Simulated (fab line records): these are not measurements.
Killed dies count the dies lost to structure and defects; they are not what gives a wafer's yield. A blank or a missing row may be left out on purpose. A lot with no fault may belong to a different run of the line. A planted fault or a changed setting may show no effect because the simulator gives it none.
Code-filled problem report in 8D (eight disciplines) form -- flow sfq-line -- the parts of the form that need people (team, actions taken, sign-off) are left out

## 1. PROBLEM STATEMENT
At SFQ_TRILAYER_M1_BARC_OPEN_METAL_ETCH_054, rf-fwd-power-W averages 495.1 W over 2 wafers from 2 lots, while fault-free wafers read 592.6 W, standard deviation 2.7. Relative to the usual mean, that is a shift of -36 standard deviations.
The step: etches BARC in O2, target depth 125 nm, time 41.7 s.
Earliest sighting: wafer L773.3 on rie-metal-04 at day 29 13:25. At this step, 39 wafers from 13 lots have a number in the record. Rule for "out", or "out of limits": more than 4 standard deviations from the usual mean. All remaining wafers that have a number are taken as sound.

## 2. WHAT IT IS; WHAT IT IS NOT
question,is,is not
which readings at this step,rf-fwd-power-W,"bias-w, drypump-motor-current-A, oes-product-au"
which lots,"L773, L776","L759, L760, L761, L762, L763, L764, L765, L766, L767, L780, L782"
which wafers of those lots,"L773.3, L776.6","L773.2, L773.4, L776.2, L776.4"
read on which tools,rie-metal-04,"rie-metal-02, rie-metal-03"
when,from day 29 13:25,"up to then (29 sound wafers); but 8 sound wafers of L776, L780, L782 came after"

## 3. SUSPECTS, AND WHAT RULES EACH OUT
Counting: if a tool at a process step up to the reading ran every lot that is out, it stays a suspect. Sound lots after the first of them don't rule it out here, since some wafers of a struck lot are sound.
- rie-metal-04 at SFQ_TRILAYER_M1_BARC_OPEN_METAL_ETCH_054 (etches BARC in O2, target depth 125 nm, time 41.7 s): kept. Every lot that is out went through it, the first being L773 (day 29 13:25); the last sound lot it ran before that was L767 (day 27 13:29). Its own readings are out on those wafers: rf-fwd-power-W.
- The sound lot-mates ran in chamber 0 of rie-metal-04 at SFQ_TRILAYER_M1_BARC_OPEN_METAL_ETCH_054, but the wafers that are out ran in chamber 1.
Left after counting: rie-metal-04 at SFQ_TRILAYER_M1_BARC_OPEN_METAL_ETCH_054.

## 4. THE CAUSE (what the simulator had put in)
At SFQ_TRILAYER_M1_BARC_OPEN_METAL_ETCH_054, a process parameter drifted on rie-metal-04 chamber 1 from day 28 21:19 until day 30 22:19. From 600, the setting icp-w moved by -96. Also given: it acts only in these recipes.
The count eliminated every tool but this one.

## 5. SEQUENCE OF EFFECTS, ordered by route
Each row: a reading whose mean over the struck wafers that have a number lies more than 3 standard deviations from the usual. Only readings for which the record gives a usual standard deviation are gone through. hours: the time from each lot's start at the first step in this table that gives one to its start at this step, as a median over the lots. sigmas: the change in usual standard deviations.
hours,step,reading,usual,on struck wafers,change,sigmas
0,SFQ_TRILAYER_M1_BARC_OPEN_METAL_ETCH_054,rf-fwd-power-W,592.6 W,495.1,-97.5,-36
It contains these process steps:
- SFQ_TRILAYER_M1_BARC_OPEN_METAL_ETCH_054: etches BARC in O2, target depth 125 nm, time 41.7 s.

## 6. HOW IT WOULD HAVE BEEN CAUGHT EARLIER
16 hours passed between the start of the fault at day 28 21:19 and the first reading out of limits in this record, taken at day 29 13:25.
